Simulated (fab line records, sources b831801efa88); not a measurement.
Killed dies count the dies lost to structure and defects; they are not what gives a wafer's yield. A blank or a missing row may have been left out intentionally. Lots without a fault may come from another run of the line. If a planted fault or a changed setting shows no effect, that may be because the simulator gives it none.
What tool caused it? | flow sky130 | Sampling: 11 lots, 33 wafers, 3 of 708 route steps

== WHAT THE GAUGES READ, wafer by wafer ==
SKY_PWDE_TW_MEAS_10.
lot  | measured    | on           | PWDE_TW
L301 | day 3 21:28 | filmMetro-02 | 372.1 374.9 373.3
L304 | day 4 11:03 | filmMetro-02 | 375.6 374.6 377.2
L312 | day 6 14:01 | filmMetro-01 | 1013.5 1019.7 1017.6
L313 | day 6 18:38 | filmMetro-04 | 1005.7 1008.0 1012.2
L315 | day 7 01:15 | filmMetro-04 | 376.3 376.9 375.9
L317 | day 7 11:11 | filmMetro-04 | 377.4 378.5 377.6
L319 | day 8 13:55 | filmMetro-01 | 372.1 377.6 377.4
L320 | day 8 16:32 | filmMetro-04 | 374.1 374.4 375.2
L321 | day 8 17:07 | filmMetro-01 | 373.7 375.0 374.9
L322 | day 8 21:38 | filmMetro-01 | 374.5 375.5 375.3
L324 | day 9 11:18 | filmMetro-02 | 377.5 376.7 377.4

== WHAT TOOL EACH LOT RAN ON (gives the tool, then ch and the chambers of the sampled wafers, and finally the start) ==
lot  | SKY_DNWELL_COAT_02              | SKY_DNWELL_STRIP_08
L301 | lithoTrack-01 ch 0, day 2 20:44 | plasmaAsher-04 ch 0,1, day 3 05:25
L304 | lithoTrack-03 ch 0, day 3 10:31 | plasmaAsher-03 ch 0,1, day 3 19:18
L312 | lithoTrack-03 ch 0, day 5 09:59 | plasmaAsher-04 ch 0, day 5 18:57
L313 | lithoTrack-03 ch 0, day 5 14:37 | plasmaAsher-03 ch 0,1, day 6 00:27
L315 | lithoTrack-02 ch 0, day 5 20:56 | plasmaAsher-04 ch 0,1, day 6 06:40
L317 | lithoTrack-02 ch 0, day 6 06:24 | plasmaAsher-03 ch 0,1, day 6 15:39
L319 | lithoTrack-01 ch 0, day 7 06:30 | plasmaAsher-03 ch 0,1, day 7 17:12
L320 | lithoTrack-02 ch 0, day 7 09:15 | plasmaAsher-04 ch 0, day 7 19:45
L321 | lithoTrack-01 ch 0, day 7 09:24 | plasmaAsher-01 ch 0,1, day 7 20:26
L322 | lithoTrack-01 ch 0, day 7 13:51 | plasmaAsher-01 ch 0,1, day 8 00:19
L324 | lithoTrack-03 ch 0, day 8 02:20 | plasmaAsher-04 ch 0,1, day 8 13:34
- SKY_DNWELL_COAT_02: resist thk 3000 nm.
- SKY_DNWELL_STRIP_08: strips in O2/N2.

== THE ANSWER, worked out from the rows above alone ==
Rule: what is usual is taken from the lots themselves. The widest of any qualifying gaps counts: lots, ordered by their means at a reading, are off when they make up no more than a third of the lots, leave a main group of 4 or more, and stand apart from it by 3 or more times the standard deviation of that group's means. Not used: any main group whose means are identical at the precision the tables above print for the reading. Also off: a lot with no number at a reading for which 4 or more lots have one. The other lots that the step has rows for count as sound.
Off: L312, L313, at SKY_PWDE_TW_MEAS_10 (PWDE_TW). The main group: mean 375.6, standard deviation 1.3.
If a tool, at a process step before that reading, ran all the lots that are off and no sound lot after the first of them, it fits. Those tools and the gauges at SKY_PWDE_TW_MEAS_10 are tried in the same way. None of those tried fits.

== WHAT HAD BEEN PUT IN BY THE SIMULATOR ==
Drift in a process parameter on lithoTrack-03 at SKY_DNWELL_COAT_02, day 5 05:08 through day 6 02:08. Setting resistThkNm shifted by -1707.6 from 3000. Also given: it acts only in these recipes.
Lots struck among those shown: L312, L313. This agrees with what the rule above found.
